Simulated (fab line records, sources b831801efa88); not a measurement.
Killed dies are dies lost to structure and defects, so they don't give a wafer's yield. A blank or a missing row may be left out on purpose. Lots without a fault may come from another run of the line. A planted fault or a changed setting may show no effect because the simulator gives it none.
Which tool did it? | flow sky130 | 7 lots, 21 wafers sampled, at 1 step of a route of 708

WHAT THE GAUGES READ, wafer by wafer
SKY_METAL1_OVL_MEAS_16.
lot  | measured     | on         | METAL1_OVL (nm)
L704 | day 32 22:57 | overlay-01 | -5 -1 1
L706 | day 34 02:58 | overlay-01 | 2 -3 5
L711 | day 35 18:42 | overlay-01 | 1 -6 3
L715 | day 37 08:23 | overlay-01 | -2 -14 -11
L718 | day 38 04:51 | overlay-01 | -7 1 -6
L721 | day 38 19:19 | overlay-01 | -9 -8 -11
L723 | day 39 15:57 | overlay-02 | -9 -5 -13

WHICH TOOL RAN EACH LOT (tool, then ch and the chambers of the sampled wafers, then the start)
The record holds no process step before these readings.

THE ANSWER, worked out from the rows above alone
Rule: what is usual is taken from the lots themselves. Put in order of their means at a reading, lots are off if they are a third of the lots or fewer, leave a main group of 4 or more, and stand apart from it by a gap of 3 or more times the standard deviation of the main group's means; of several such gaps the widest counts. A main group whose means are all the same, to the digits that the tables above print for the reading, isn't used. A lot without any number at a reading at which 4 lots or more have one is off too. The other lots that the step has rows for count as sound.
No lot is off at any reading shown: from this, nothing can be told.

WHAT THE SIMULATOR HAD PUT IN
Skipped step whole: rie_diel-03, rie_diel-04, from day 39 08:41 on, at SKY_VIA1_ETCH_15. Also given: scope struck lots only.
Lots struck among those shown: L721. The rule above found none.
